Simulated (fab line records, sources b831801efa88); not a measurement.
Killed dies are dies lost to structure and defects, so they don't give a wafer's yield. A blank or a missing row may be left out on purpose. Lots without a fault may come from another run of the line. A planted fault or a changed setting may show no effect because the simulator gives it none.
Which tool did it? | flow sky130 | 7 lots, 21 wafers sampled, at 3 steps of a route of 708

WHAT THE GAUGES READ, wafer by wafer
SKY_VT_ADJUST_HVTP_CD_MEAS_07: target cd 380 nm.
lot  | measured     | on        | cd_nm (nm)
L198 | day 6 15:10  | cd_sem-01 | 380.8 381.5 379.8
L200 | day 7 05:17  | cd_sem-01 | 382.2 382.3 380.3
L203 | day 8 03:52  | cd_sem-01 | 382.3 380.7 377.6
L206 | day 8 21:58  | cd_sem-01 | 378.3 378.3 380.2
L209 | day 9 12:49  | cd_sem-01 | 383.4 383.4 383.6
L214 | day 10 20:01 | cd_sem-02 | 377.6 378.1 377.8
L217 | day 11 16:41 | cd_sem-02 | 378.2 379.5 379.6

WHICH TOOL RAN EACH LOT (tool, then ch and the chambers of the sampled wafers, then the start)
lot  | SKY_FIELD_ISO_WET_ETCH_28      | SKY_PWDE_STRIP_09
L198 | wet_bench-03 ch 2, day 2 22:09 | plasma_asher-02 ch 0,1, day 4 08:32
L200 | wet_bench-03 ch 3, day 3 09:01 | plasma_asher-01 ch 0,1, day 4 19:42
L203 | wet_bench-03 ch 1, day 4 02:36 | plasma_asher-02 ch 0,1, day 5 17:29
L206 | wet_bench-01 ch 3, day 4 14:11 | plasma_asher-04 ch 0, day 6 08:53
L209 | wet_bench-01 ch 1, day 5 05:31 | plasma_asher-04 ch 0,1, day 6 21:59
L214 | wet_bench-03 ch 2, day 6 06:45 | plasma_asher-04 ch 0,1, day 8 00:16
L217 | wet_bench-01 ch 3, day 6 23:56 | plasma_asher-04 ch 0,1, day 8 19:47
- SKY_FIELD_ISO_WET_ETCH_28: etches SiO2 in dHF, target depth 23.7 nm, time 47 s.
- SKY_PWDE_STRIP_09: strips in O2/N2.

THE ANSWER, worked out from the rows above alone
Rule: what is usual is taken from the lots themselves. Put in order of their means at a reading, lots are off if they are a third of the lots or fewer, leave a main group of 4 or more, and stand apart from it by a gap of 3 or more times the standard deviation of the main group's means; of several such gaps the widest counts. A main group whose means are all the same, to the digits that the tables above print for the reading, isn't used. A lot without any number at a reading at which 4 lots or more have one is off too. The other lots that the step has rows for count as sound.
No lot is off at any reading shown: from this, nothing can be told.

WHAT THE SIMULATOR HAD PUT IN
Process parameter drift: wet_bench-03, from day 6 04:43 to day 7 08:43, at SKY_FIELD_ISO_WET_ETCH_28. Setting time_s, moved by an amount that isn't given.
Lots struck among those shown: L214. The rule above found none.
